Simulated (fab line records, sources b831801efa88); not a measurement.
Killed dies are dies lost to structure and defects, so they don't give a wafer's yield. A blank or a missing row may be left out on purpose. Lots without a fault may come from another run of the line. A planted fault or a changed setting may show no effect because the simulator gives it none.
fab line records | flow sfq_line
record lots=7 wafers=18 last_day=81
route steps=325 shown I1@83 M2@88 I2@103 M3@118 M8@325
lots that met no fault: from a run of the same line without faults
start_h: hours from the record's first day to the start of the lot's first wafer shown | wait_h: hours since the lot's step before | " the same as in the row above | L1.1+2: a row that stands for several wafers | - no value, or no start given | * or withheld: withheld | < > ~ a bound
route shown NAME@n: a module of which the file shows steps, and the number in the route of the first | usual: mean/standard deviation of fault-free wafers | same: alike in all rows | chamber/n: place in a boat | sites: the reading at each site | _std_site: their standard deviation | _edge_site: outer sites' mean less inner sites' | radius_mm: how far each site lies from the wafer's centre | mask NAME#n: copy n | behind: the tool/chamber that last shaped the wafer | hold: why the lot was held/for how many hours/how that ended | device: the transistor (n, p or np) that didn't switch | end of line: the same wafers' tests at the end of the route | a step without rows: its recipe alone | killed: dies lost to structure and defects at the first sort, not the wafer's yield | map: a wafer's dies, x killed, . not, _ none there
set.NAME: the setting as run; set.NAME@STEP: as run at that earlier step | model.NAME: the simulator's own value behind a step, which no gauge read
lots at some steps of the route; a table a step, a row a wafer
services: from which hour (start_h, from the record's first day; less than 0 if before it) a tool's chamber was out of use, for how many hours, and why
## steps
# step SFQ_I1_OVL_MEAS_913
# usual I1_OVL=-5/5.5
# columns lot.wafer tool chamber start_h wait_h I1_OVL[nm]
L287.1 overlay-02 - 472.55 0.1 1
L287.3 " - " " -7
L287.4 " - " " -9
L296.1 overlay-02 - 630.62 0.1 -4
L296.2 " - " " -11
L296.3 " - " " -10
L298.1 overlay-01 - 641.42 0.1 -8
L298.4 " - " " -5
L298.5 " - " " -4
L300.2 overlay-01 - 658.48 0.1 4
L300.3 " - " " 1
L300.4 " - " " 7
L302.1 overlay-02 - 671.67 0.1 -5
L302.5 " - " " -2
L303.3 overlay-02 - 683.23 0.1 -17
L303.4 " - " " -10
L304.1 overlay-02 - 694.02 0.1 -8
L304.4 " - " " -12
# step SFQ_TRILAYER_I1_VIA_BARC_OPEN_VIA_ETCH_071
# recipe mask_material=PR chemistry=O2 target_depth_nm=125 target=BARC source_w=500 bias_w=80 pressure_mtorr=30 time_s=41.7
# step SFQ_TRILAYER_I1_VIA_ETCH_VIA_ETCH_052
# recipe target=SiO2 stop_on=Nb mask_material=PR taper_deg=20 chemistry=CHF3 target_depth_nm=260 source_w=500 bias_w=80 pressure_mtorr=30 time_s=withheld
# step SFQ_TRILAYER_I1_VIA_STRIP_STRIP_053
# recipe gas=O2 power_w=200 platen_temp_c=40 overash_fraction=0.65 chemistry=O2 pressure_mtorr=50
# step SFQ_TRILAYER_I1_VIA_STRIP_SOLV_CLEAN_054
# recipe chemistry=NMP temp_c=70 time_s=600
# step SFQ_TRILAYER_M2_DEP_PRE_CLEAN_056
# recipe gas=Ar time_s=22.5 bias_v=250
# step SFQ_TRILAYER_M2_DEP_SPUTTER_055
# recipe material=Nb base_pressure_pa=1.33e-06 chamber_pressure_pa=0.1333 substrate_temp_c=20 resputter_cathode_voltage_v=400 target_thk_nm=200 power_w=2000 time_s=133.3
# usual throttle_valve_pct=29.8/0.87
# columns lot.wafer tool chamber start_h wait_h throttle_valve_pct
L287.1 pvd_sputter-03 - 473.56 0.0 29.0
L287.3 " - " " 31.6
L287.4 " - " " 29.6
L296.1 pvd_sputter-03 - 631.62 0.0 31.9
L296.2 " - " " 29.4
L296.3 " - " " 30.3
L298.1 pvd_sputter-03 - 642.42 0.0 29.4
L298.4 " - " " 31.8
L298.5 " - " " 30.3
L300.2 pvd_sputter-04 - 659.47 0.0 28.5
L300.3 " - " " 29.6
L300.4 " - " " 30.0
L302.1 pvd_sputter-06 - 672.67 0.0 29.4
L302.5 " - " " 29.2
L303.3 pvd_sputter-03 - 684.24 0.0 29.1
L303.4 " - " " 30.5
L304.1 pvd_sputter-04 - 695.02 0.0 29.2
L304.4 " - " " 30.1
# step SFQ_M2_RS_MEAS_914
# recipe thk_meas_gauge=four-point-probe reads=Nb_of_TRILAYER_M2_DEP_SPUTTER_055
# usual M2_NB_RS=0.895/0.01
# columns lot.wafer tool chamber start_h wait_h M2_NB_RS[ohm/sq]
L287.1 film_metro-01 - 473.65 0.0 0.897
L287.3 " - " " 0.900
L287.4 " - " " 0.899
L296.1 film_metro-01 - 631.71 0.0 0.925
L296.2 " - " " 0.931
L296.3 " - " " 0.915
L298.1 film_metro-03 - 642.51 0.0 0.903
L298.4 " - " " 0.896
L298.5 " - " " 0.896
L300.2 film_metro-02 - 659.58 0.1 0.893
L300.3 " - " " 0.882
L300.4 " - " " 0.887
L302.1 film_metro-03 - 672.76 0.0 0.888
L302.5 " - " " 0.889
L303.3 film_metro-03 - 684.47 0.1 0.896
L303.4 " - " " 0.899
L304.1 film_metro-01 - 695.11 0.0 0.895
L304.4 " - " " 0.896
# step SFQ_TRILAYER_M2_LITHO_COAT_062
# recipe resist=BARC spin_rpm=3000 resist_thk_nm=62
# step SFQ_TRILAYER_M2_LITHO_COAT_057
# recipe resist=KrF spin_rpm=3000 resist_thk_nm=600
# step SFQ_TRILAYER_M2_LITHO_SOFTBAKE_061
# recipe temp_c=withheld time_s=withheld resist=KrF
# step SFQ_TRILAYER_M2_LITHO_EXPOSE_058
# recipe mask_id=M2 na=0.6 source_shape=conventional sigma_outer=0.65 target_cd_nm=500 dose_mj=14.4
# usual reticle_temp_C=23.00/0.1
# columns lot.wafer tool chamber start_h wait_h mask reticle_temp_C
L287.1 krf_scanner-02 0 474.58 - M2#0 22.97
L287.3 " 0 " " M2#0 23.03
L287.4 " 0 " " M2#0 23.03
L296.1 krf_scanner-02 0 633.17 - M2#0 23.08
L296.2 " 0 " " M2#0 23.15
L296.3 " 0 " " M2#0 23.02
L298.1 krf_scanner-02 0 643.44 - M2#0 22.88
L298.4 " 0 " " M2#0 22.99
L298.5 " 0 " " M2#0 23.02
L300.2 krf_scanner-02 0 666.79 - M2#0 23.11
L300.3 " 0 " " M2#0 23.05
L300.4 " 0 " " M2#0 22.96
L302.1 krf_scanner-02 0 678.39 - M2#0 23.05
L302.5 " 0 " " M2#0 22.91
L303.3 krf_scanner-02 0 686.05 - M2#0 23.23
L303.4 " 0 " " M2#0 22.98
L304.1 krf_scanner-02 0 698.85 - M2#0 22.99
L304.4 " 0 " " M2#0 22.94
# step SFQ_TRILAYER_M2_LITHO_PEB_060
# recipe peb_temp_c=115 peb_time_s=60 resist=KrF
# step SFQ_TRILAYER_M2_LITHO_DEVELOP_059
# recipe time_s=60 resist=KrF
# step SFQ_M2_OVL_MEAS_916
# usual M2_OVL=-1/5
# columns lot.wafer tool chamber start_h wait_h M2_OVL[nm]
L287.1 overlay-02 - 476.08 0.1 -2
L287.3 " - " " -2
L287.4 " - " " -2
L296.1 overlay-01 - 634.67 0.1 0
L296.2 " - " " 0
L296.3 " - " " 0
L298.1 overlay-01 - 644.94 0.1 -14
L298.4 " - " " -9
L298.5 " - " " -8
L300.2 overlay-02 - 668.09 0.1 0
L300.3 " - " " 1
L300.4 " - " " 1
L302.1 overlay-01 - 680.03 0.1 -4
L302.5 " - " " 3
L303.3 overlay-02 - 687.16 0.1 4
L303.4 " - " " 3
L304.1 overlay-01 - 700.35 0.1 6
L304.4 " - " " 4
# step SFQ_TRILAYER_M2_BARC_OPEN_METAL_ETCH_077
# recipe mask_material=PR chemistry=O2 target_depth_nm=125 target=BARC icp_w=600 bias_w=80 pressure_mtorr=10 time_s=41.7
# usual drypump_motor_current_A=5.6/0.43 oes_product_au=0.685/0.0039 rf_fwd_power_W=593.9/2.1
# columns lot.wafer tool chamber start_h wait_h drypump_motor_current_A oes_product_au rf_fwd_power_W rf_hours_counter_h model.M2.cd_nm
L287.1 rie_metal-03 1 476.11 0.0 5.0 0.690 591.8 141 499.7
L287.3 " 1 " " 5.0 0.683 592.3 - 500.4
L287.4 " 0 " " 6.0 0.685 596.1 - 499.7
L296.1 rie_metal-03 1 634.70 0.0 5.0 0.680 594.9 5 499.6
L296.2 " 0 " " 5.9 0.693 595.5 74 500.6
L296.3 " 0 " " 5.9 0.683 595.1 - 500
L298.1 rie_metal-01 1 644.97 0.0 5.7 0.682 595.5 86 501.5
L298.4 " 0 " " 5.3 0.687 595.6 - 500.9
L298.5 " 1 " " 5.7 0.690 593.5 - 501.1
L300.2 rie_metal-01 0 668.12 0.0 5.3 0.685 594.9 116 496.9
L300.3 " 0 " " 5.3 0.681 593.4 - 498.9
L300.4 " 1 " " 5.7 0.683 592.8 - 498.9
L302.1 rie_metal-03 1 680.07 0.0 5.0 0.685 590.0 13 484.6
L302.5 " 0 " " 6.0 0.681 590.1 - 500
L303.3 rie_metal-03 0 687.20 0.0 6.0 0.683 597.8 - 501.7
L303.4 " 1 " " 5.0 0.680 595.0 - 488.3
L304.1 rie_metal-03 1 700.38 0.0 5.0 0.679 594.1 16 487.9
L304.4 " 0 " " 5.9 0.681 593.3 - 488.9
# step SFQ_TRILAYER_M2_ETCH_METAL_ETCH_060
# recipe target=Nb stop_on=SiO2 mask_material=PR chemistry=Cl2/Ar target_depth_nm=240 icp_w=600 bias_w=80 pressure_mtorr=10 time_s=120
# usual drypump_motor_current_A=5.6/0.43 oes_product_au=0.892/0.0066 rf_fwd_power_W=596.9/1.8
# columns lot.wafer tool chamber start_h wait_h drypump_motor_current_A oes_product_au rf_fwd_power_W rf_hours_counter_h model.M2.cd_nm
L287.1 rie_metal-03 1 476.17 0.0 5.0 0.892 594.1 141 500.1
L287.3 " 1 " " 5.0 0.890 596.4 - 500.7
L287.4 " 0 " " 6.0 0.889 598.3 - 500.5
L296.1 rie_metal-03 1 634.76 0.0 5.0 0.880 594.8 5 498.8
L296.2 " 0 " " 5.9 0.866 595.8 74 500.5
L296.3 " 0 " " 6.0 0.874 597.0 - 500.5
L298.1 rie_metal-01 1 645.03 0.0 5.7 0.887 598.8 86 499.9
L298.4 " 0 " " 5.3 0.887 597.3 - 499.6
L298.5 " 1 " " 5.7 0.894 596.3 - 500
L300.2 rie_metal-01 0 668.18 0.0 5.3 0.887 594.1 116 495.8
L300.3 " 0 " " 5.3 0.899 597.9 - 497.9
L300.4 " 1 " " 5.7 0.902 595.0 - 498.7
L302.1 rie_metal-03 1 680.13 0.0 5.0 0.889 594.5 13 484.3
L302.5 " 0 " " 5.9 0.895 594.1 - 499.8
L303.3 rie_metal-03 0 687.28 0.1 6.0 0.893 599.5 - 503.6
L303.4 " 1 " " 5.0 0.895 595.8 - 488.1
L304.1 rie_metal-03 1 700.44 0.0 5.0 0.887 597.8 16 487.4
L304.4 " 0 " " 6.0 0.884 599.6 - 488.7
# step SFQ_TRILAYER_M2_STRIP_STRIP_061
# recipe gas=O2 power_w=200 platen_temp_c=40 overash_fraction=0.65 chemistry=O2 pressure_mtorr=50
# usual drypump_motor_current_A=5.6/0.43 oes_product_au=1.000/0.006
# columns lot.wafer tool chamber start_h wait_h drypump_motor_current_A oes_product_au rf_hours_counter_h
L287.1 rie_metal-03 1 476.30 0.1 5.0 0.998 141
L287.3 " 1 " " 5.0 1.000 -
L287.4 " 0 " " 6.0 1.001 -
L296.1 rie_metal-03 1 634.89 0.1 5.0 0.994 6
L296.2 " 0 " " 5.9 1.004 74
L296.3 " 0 " " 6.0 1.009 -
L298.1 rie_metal-01 1 645.16 0.1 5.6 1.000 86
L298.4 " 0 " " 5.3 0.993 -
L298.5 " 1 " " 5.7 0.996 -
L300.2 rie_metal-01 0 668.31 0.1 5.3 0.999 117
L300.3 " 0 " " 5.3 0.993 -
L300.4 " 1 " " 5.7 1.006 -
L302.1 rie_metal-03 1 680.25 0.1 5.0 0.998 13
L302.5 " 0 " " 5.9 1.000 -
L303.3 rie_metal-03 0 687.57 0.2 6.0 0.996 -
L303.4 " 1 " " 5.0 1.008 -
L304.1 rie_metal-03 1 700.57 0.1 5.0 1.008 16
L304.4 " 0 " " 6.0 1.000 -
# step SFQ_TRILAYER_M2_STRIP_SOLV_CLEAN_062
# recipe chemistry=NMP temp_c=70 time_s=600
# step SFQ_TRILAYER_I2_DEP_PECVD_063
# recipe material=SiO2 temp_c=150 time_s=111.11 pressure_torr=2.4 rf_w=183.3 precursor=SiH4/N2O target_thk_nm=500
# usual heater_power_w=76/14 rf_fwd_power_W=182.3/0.63 throttle_valve_pct=24.0/1.2
# columns lot.wafer tool chamber start_h wait_h heater_power_w rf_fwd_power_W throttle_valve_pct
L287.1 pecvd-04 2 477.07 0.0 75 182.0 25.4
L287.3 " 1 " " 90 182.7 23.3
L287.4 " 1 " " 94 182.6 23.3
L296.1 pecvd-02 0 635.66 0.0 76 182.6 23.4
L296.2 " 1 " " 62 182.9 22.8
L296.3 " 2 " " 75 181.8 24.7
L298.1 pecvd-02 1 645.93 0.0 54 183.3 23.0
L298.4 " 2 " " 87 181.6 24.7
L298.5 " 0 " " 73 182.9 23.2
L300.2 pecvd-02 2 669.08 0.0 85 181.7 24.8
L300.3 " 0 " " 81 182.4 23.2
L300.4 " 2 " " 86 181.9 24.6
L302.1 pecvd-04 1 681.03 0.0 82 182.5 23.5
L302.5 " 0 " " 78 181.5 24.2
L303.3 pecvd-02 1 688.14 0.0 64 182.7 23.2
L303.4 " 1 " " 52 182.6 23.0
L304.1 pecvd-02 1 701.34 0.0 65 181.7 23.2
L304.4 " 2 " " 72 182.5 25.1
# step SFQ_TRILAYER_I2_CMP_CMP_064
# recipe material=SiO2 down_force_psi=3 platen_rpm=60 pad_velocity_m_s=0.94248
# step SFQ_I2_BOW_MEAS_917
# recipe mode=bow
# usual I2_BOW=2/8.4
# columns lot.wafer tool chamber start_h wait_h I2_BOW[um]
L287.1 film_metro-04 - 482.49 2.5 0
L287.3 " - " " 4
L287.4 " - " " 14
L296.1 film_metro-03 - 639.80 2.5 6
L296.2 " - " " 13
L296.3 " - " " 16
L298.1 film_metro-03 - 651.80 1.5 -12
L298.4 " - " " -6
L298.5 " - " " -11
L300.2 film_metro-04 - 678.13 2.5 10
L300.3 " - " " 0
L300.4 " - " " 14
L302.1 film_metro-01 - 687.18 1.0 12
L302.5 " - " " 1
L303.3 film_metro-03 - 693.22 1.5 -7
L303.4 " - " " -5
L304.1 film_metro-01 - 704.42 2.0 17
L304.4 " - " " 4
# step SFQ_TRILAYER_I2_METRO_MEASURE_065
# step SFQ_TRILAYER_I2_VIA_LITHO_COAT_072
# recipe resist=BARC spin_rpm=3000 resist_thk_nm=62
# step SFQ_TRILAYER_I2_VIA_LITHO_COAT_067
# recipe resist=KrF spin_rpm=3000 resist_thk_nm=650
# step SFQ_TRILAYER_I2_VIA_LITHO_SOFTBAKE_071
# recipe temp_c=withheld time_s=withheld resist=KrF
# step SFQ_TRILAYER_I2_VIA_LITHO_EXPOSE_068
# recipe mask_id=I2 na=0.6 source_shape=conventional sigma_outer=0.65 target_cd_nm=500 dose_mj=21.3
# step SFQ_TRILAYER_I2_VIA_LITHO_PEB_070
# recipe peb_temp_c=115 peb_time_s=60 resist=KrF
# step SFQ_TRILAYER_I2_VIA_LITHO_DEVELOP_069
# recipe time_s=60 resist=KrF
# step SFQ_I2_OVL_MEAS_918
# usual I2_OVL=-2/5.5
# columns lot.wafer tool chamber start_h wait_h I2_OVL[nm]
L287.1 overlay-01 - 486.06 0.1 6
L287.3 " - " " 4
L287.4 " - " " 1
L296.1 overlay-01 - 643.37 0.1 7
L296.2 " - " " -8
L296.3 " - " " 4
L298.1 overlay-02 - 663.29 0.1 3
L298.4 " - " " -4
L298.5 " - " " 3
L300.2 overlay-01 - 682.29 0.1 -1
L300.3 " - " " 4
L300.4 " - " " -6
L302.1 overlay-01 - 690.75 0.1 3
L302.5 " - " " 4
L303.3 overlay-01 - 699.16 0.1 -8
L303.4 " - " " -10
L304.1 overlay-01 - 709.54 0.1 -9
L304.4 " - " " -7
# step SFQ_TRILAYER_I2_VIA_BARC_OPEN_VIA_ETCH_096
# recipe mask_material=PR chemistry=O2 target_depth_nm=125 target=BARC source_w=500 bias_w=80 pressure_mtorr=30 time_s=41.7
# step SFQ_TRILAYER_I2_VIA_ETCH_VIA_ETCH_070
# recipe target=SiO2 stop_on=Nb mask_material=PR taper_deg=20 chemistry=CHF3 target_depth_nm=260 source_w=500 bias_w=80 pressure_mtorr=30 time_s=withheld
# usual drypump_motor_current_A=5.7/0.38 oes_product_au=0.853/0.0048 rf_fwd_power_W=497.6/1.7
# columns lot.wafer tool chamber start_h wait_h drypump_motor_current_A oes_product_au rf_fwd_power_W
L287.1 rie_diel-01 0 486.13 0.0 5.9 0.854 499.6
L287.3 " 3 " " 5.2 0.852 501.8
L287.4 " 1 " " 5.8 0.849 497.8
L296.1 rie_diel-01 3 643.44 0.0 5.1 0.863 497.3
L296.2 " 1 " " 5.8 0.862 501.4
L296.3 " 2 " " 5.7 0.855 495.7
L298.1 rie_diel-03 2 663.36 0.0 5.4 0.845 497.7
L298.4 " 1 " " 5.6 0.847 498.2
L298.5 " 3 " " 5.7 0.850 498.2
L300.2 rie_diel-03 3 682.36 0.0 5.7 0.839 498.2
L300.3 " 1 " " 5.6 0.854 497.6
L300.4 " 0 " " 6.3 0.847 497.4
L302.1 rie_diel-03 3 690.82 0.0 5.8 0.849 494.9
L302.5 " 2 " " 5.4 0.857 498.7
L303.3 rie_diel-04 3 699.22 0.0 5.6 0.856 497.4
L303.4 " 0 " " 6.1 0.855 498.8
L304.1 rie_diel-03 0 709.61 0.0 6.3 0.855 495.8
L304.4 " 3 " " 5.7 0.857 497.1
# step SFQ_TRILAYER_I2_VIA_STRIP_STRIP_071
# recipe gas=O2 power_w=200 platen_temp_c=40 overash_fraction=0.65 chemistry=O2 pressure_mtorr=50
# step SFQ_TRILAYER_I2_VIA_STRIP_SOLV_CLEAN_072
# recipe chemistry=NMP temp_c=70 time_s=600
# step SFQ_TRILAYER_M3_DEP_PRE_CLEAN_074
# recipe gas=Ar time_s=22.5 bias_v=250
# step SFQ_TRILAYER_M3_DEP_SPUTTER_073
# recipe material=Nb base_pressure_pa=1.33e-06 chamber_pressure_pa=0.1333 substrate_temp_c=20 resputter_cathode_voltage_v=400 target_thk_nm=200 power_w=2000 time_s=133.3
# usual throttle_valve_pct=30.0/1.1
# columns lot.wafer tool chamber start_h wait_h throttle_valve_pct
L287.1 pvd_sputter-03 - 487.23 0.0 29.1
L287.3 " - " " 30.2
L287.4 " - " " 31.9
L296.1 pvd_sputter-05 - 644.36 0.0 31.1
L296.2 " - " " 30.1
L296.3 " - " " 28.2
L298.1 pvd_sputter-04 - 664.48 0.0 29.9
L298.4 " - " " 28.6
L298.5 " - " " 29.3
L300.2 pvd_sputter-04 - 683.28 0.0 30.5
L300.3 " - " " 28.9
L300.4 " - " " 29.9
L302.1 pvd_sputter-03 - 691.74 0.0 29.1
L302.5 " - " " 29.5
L303.3 pvd_sputter-05 - 700.14 0.0 29.9
L303.4 " - " " 31.5
L304.1 pvd_sputter-04 - 710.53 0.0 29.2
L304.4 " - " " 30.0
# step SFQ_M3_RS_MEAS_919
# recipe thk_meas_gauge=four-point-probe reads=Nb_of_TRILAYER_M3_DEP_SPUTTER_073
# usual M3_NB_RS=0.890/0.008
# columns lot.wafer tool chamber start_h wait_h M3_NB_RS[ohm/sq]
L287.1 film_metro-03 - 487.32 0.0 0.896
L287.3 " - " " 0.892
L287.4 " - " " 0.900
L296.1 film_metro-02 - 644.45 0.0 0.886
L296.2 " - " " 0.890
L296.3 " - " " 0.897
L298.1 film_metro-03 - 664.57 0.0 0.903
L298.4 " - " " 0.904
L298.5 " - " " 0.905
L300.2 film_metro-03 - 683.39 0.1 0.893
L300.3 " - " " 0.883
L300.4 " - " " 0.894
L302.1 film_metro-04 - 691.83 0.0 0.886
L302.5 " - " " 0.891
L303.3 film_metro-04 - 700.27 0.1 0.891
L303.4 " - " " 0.887
L304.1 film_metro-02 - 710.62 0.0 0.887
L304.4 " - " " 0.892
# step SFQ_TRILAYER_M3_LITHO_COAT_080
# recipe resist=BARC spin_rpm=3000 resist_thk_nm=62
# step SFQ_TRILAYER_M3_LITHO_COAT_075
# recipe resist=KrF spin_rpm=3000 resist_thk_nm=600
# step SFQ_TRILAYER_M3_LITHO_SOFTBAKE_079
# recipe temp_c=withheld time_s=withheld resist=KrF
# step SFQ_M8_BOW_MEAS_951
# recipe mode=bow
# usual M8_BOW=6/11
# columns lot.wafer tool chamber start_h wait_h M8_BOW[um] model.etest.m2.ohm_um
L287.1 film_metro-03 - 1691.87 0.0 10 1.797
L287.3 " - " " 14 1.797
L287.4 " - " " 23 1.799
L296.1 film_metro-04 - 1762.06 0.0 -1 1.852
L296.2 " - " " 5 1.859
L296.3 " - " " 10 1.827
L298.1 film_metro-03 - 1824.84 0.0 7 1.808
L298.4 " - " " 12 1.796
L298.5 " - " " 6 1.792
L300.2 film_metro-03 - 1906.91 0.0 20 1.8
L300.3 " - " " 9 1.772
L300.4 " - " " 26 1.776
L302.1 film_metro-03 - 1915.24 0.0 24 1.834
L302.5 " - " " 13 1.78
L303.3 film_metro-01 - 1933.12 0.0 -13 1.783
L303.4 " - " " -12 1.839
L304.1 film_metro-03 - 1950.99 0.0 33 1.838
L304.4 " - " " 20 1.831
## services
# columns tool chamber start_h hours kind
pecvd-02 - 452.62 5.5 pm
pecvd-02 1 459.54 27.9 repair
rie_diel-01 0 486.27 7.4 repair
krf_scanner-02 - 500.98 1.0 pm
rie_diel-04 3 502.93 8.1 repair
krf_scanner-02 - 504.38 4.0 pm
pvd_sputter-05 - 507.62 0.7 repair
rie_metal-01 - 508.64 15.6 pm
rie_diel-04 1 509.50 6.1 repair
pecvd-02 0 533.08 10.5 repair
rie_diel-03 3 538.67 9.7 repair
krf_scanner-02 - 551.60 1.3 pm
pvd_sputter-03 - 558.97 1.6 repair
rie_diel-03 - 577.37 28.1 pm
pecvd-04 - 584.21 14.6 pm
rie_diel-03 0 607.03 4.9 repair
krf_scanner-02 - 612.22 0.8 pm
rie_metal-03 0 616.56 1.3 repair
rie_diel-03 1 623.21 5.5 repair
rie_diel-03 - 631.24 0.6 repair
pvd_sputter-03 - 653.90 15.0 repair
krf_scanner-02 - 670.19 1.0 pm
rie_diel-01 - 693.52 0.2 repair
rie_diel-01 2 707.36 5.3 repair
## key
first_sign none at tools or gauges
model_effect step=SFQ_TRILAYER_M2_BARC_OPEN_METAL_ETCH_077 value=M2.cd_nm without=501.4 struck=487.4
model_effect step=SFQ_TRILAYER_M2_ETCH_METAL_ETCH_060 value=M2.cd_nm without=501.1 struck=487.1
model_effect step=SFQ_M8_BOW_MEAS_951 value=etest.m2.ohm_um without=1.785 struck=1.836
met_at SFQ_TRILAYER_M2_LITHO_EXPOSE_058
struck_wafers L302.1,L303.4,L304.1,L304.4
onset_between 666.79 678.39
fault kind=process_parameter_drift tool=krf_scanner-02 chamber=- onset_h=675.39 steps=SFQ_TRILAYER_M2_LITHO_EXPOSE_058 channel=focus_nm offset=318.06 shape=step end_h=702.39 scope=struck_wafers_only
